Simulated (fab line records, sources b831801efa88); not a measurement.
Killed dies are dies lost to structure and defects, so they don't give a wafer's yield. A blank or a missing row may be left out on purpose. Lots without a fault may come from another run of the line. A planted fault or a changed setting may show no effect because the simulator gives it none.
Which tool did it? | flow gf180mcu | 12 lots, 36 wafers sampled, at 3 steps of a route of 602

WHAT THE GAUGES READ, wafer by wafer
GF_V4_BOW_MEAS_05.
lot  | measured     | on            | V4_BOW (um)
L075 | day 23 15:46 | film_metro-02 | 131 133 133
L077 | day 24 12:01 | film_metro-04 | 132 128 121
L079 | day 25 07:11 | film_metro-04 | 141 130 117
L081 | day 26 04:13 | film_metro-02 | 145 145 143
L083 | day 26 21:13 | film_metro-04 | 118 140 120
L085 | day 27 05:13 | film_metro-04 | 122 136 137
L087 | day 27 20:06 | film_metro-04 | 138 132 135
L089 | day 28 10:23 | film_metro-03 | 126 130 139
L091 | day 29 01:16 | film_metro-04 | 134 136 132
L093 | day 29 15:19 | film_metro-03 | 124 124 123
L095 | day 30 08:50 | film_metro-04 | 143 144 136
L097 | day 30 12:36 | film_metro-03 | 124 125 120

WHICH TOOL RAN EACH LOT (tool, then ch and the chambers of the sampled wafers, then the start)
lot  | GF_M3_SPUTTER_00             | GF_V3_ETCH_17
L075 | pvd_sputter-03, day 20 13:38 | rie_diel-01 ch 1,3, day 23 15:46 or earlier
L077 | pvd_sputter-03, day 21 11:02 | rie_diel-01 ch 1,2, day 24 12:01 or earlier
L079 | pvd_sputter-04, day 22 06:26 | rie_diel-04 ch 1,2,3, day 25 07:11 or earlier
L081 | pvd_sputter-04, day 23 05:43 | rie_diel-04 ch 0,1,3, day 26 04:13 or earlier
L083 | pvd_sputter-04, day 23 22:29 | rie_diel-01 ch 0,2,3, day 26 21:13 or earlier
L085 | pvd_sputter-02, day 24 08:13 | rie_diel-01 ch 0,2,3, day 27 05:13 or earlier
L087 | pvd_sputter-03, day 25 01:12 | rie_diel-01 ch 0,1,2, day 27 20:06 or earlier
L089 | pvd_sputter-02, day 25 17:13 | rie_diel-04 ch 1,3, day 28 10:23 or earlier
L091 | pvd_sputter-02, day 26 08:56 | rie_diel-01 ch 0,2,3, day 29 01:16 or earlier
L093 | pvd_sputter-03, day 27 00:08 | rie_diel-04 ch 0,2,3, day 29 15:19 or earlier
L095 | pvd_sputter-03, day 27 18:42 | rie_diel-04 ch 0,1,3, day 30 08:50 or earlier
L097 | pvd_sputter-03, day 27 23:29 | rie_diel-04 ch 0,1,2, day 30 12:36 or earlier
- GF_M3_SPUTTER_00: material Ti, target thk 37.5 nm, time 150 s.
- GF_V3_ETCH_17: etches SiO2 in C4F8/O2/Ar, stops on TiN, target depth 635 nm.

THE ANSWER, worked out from the rows above alone
Rule: what is usual is taken from the lots themselves. Put in order of their means at a reading, lots are off if they are a third of the lots or fewer, leave a main group of 4 or more, and stand apart from it by a gap of 3 or more times the standard deviation of the main group's means; of several such gaps the widest counts. A main group whose means are all the same, to the digits that the tables above print for the reading, isn't used. A lot without any number at a reading at which 4 lots or more have one is off too. The other lots that the step has rows for count as sound.
No lot is off at any reading shown: from this, nothing can be told.

WHAT THE SIMULATOR HAD PUT IN
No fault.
